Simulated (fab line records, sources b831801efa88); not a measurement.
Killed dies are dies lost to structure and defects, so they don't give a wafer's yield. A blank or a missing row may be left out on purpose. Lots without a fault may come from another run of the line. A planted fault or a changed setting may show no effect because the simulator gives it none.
Chamber matching | flow gf180mcu | GF_V4_CMP_04 on cmp-01: 4 sister chambers
The step polishes SiO2. 7 wafers are shown with their chamber, then 7 later ones without.

WAFERS WITH THEIR CHAMBER
wafer  | chamber | motor_current_A (A) | time_to_endpoint_s (s)
L707.2 | 0       | 11.2                | 84
L714.6 | 1       | 10.5                | 80
L715.1 | 3       | 13.5                | 87
L715.2 | 1       | 10.7                | 77
L715.5 | 2       | 13.6                | 80
L725.1 | 3       | 14.2                | 75
L725.4 | 2       | 14.0                | 70

WAFERS WITHOUT THEIR CHAMBER
wafer  | motor_current_A (A) | time_to_endpoint_s (s)
L725.5 | 13.5                | 78
L727.1 | 14.6                | 85
L727.5 | 11.0                | 86
L727.6 | 13.5                | 90
L726.1 | 13.7                | 82
L726.2 | 11.1                | 69
L726.6 | 10.2                | 80

WHICH CHAMBER EACH WENT THROUGH
wafer  | from the rows above     | in truth
L725.5 | can't be placed: 2 or 3 | 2
L727.1 | can't be placed: 3 or 2 | 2
L727.5 | can't be placed: 0 or 1 | 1
L727.6 | can't be placed: 3 or 2 | 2
L726.1 | can't be placed: 3 or 2 | 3
L726.2 | can't be placed: 1 or 0 | 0
L726.6 | can't be placed: 1 or 0 | 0
Placed correctly: 0 of 7. Can't be placed from these rows: 7 (the true chamber is among the candidates in 7). Placed wrongly: 0.
How it was worked out, from the rows above alone: a wafer's distance from a chamber is the root of the sum, over the readings, of the square of ((its reading less the chamber's mean) divided by the reading's scatter). The wafer belongs to the nearest chamber; if the next one is less than 2 further off, it can't be placed. A chamber's mean is the mean of its shown wafers. The scatter: the root of (the sum of the squares of (reading less its chamber's mean) over the shown wafers, divided by (wafers less chambers)).
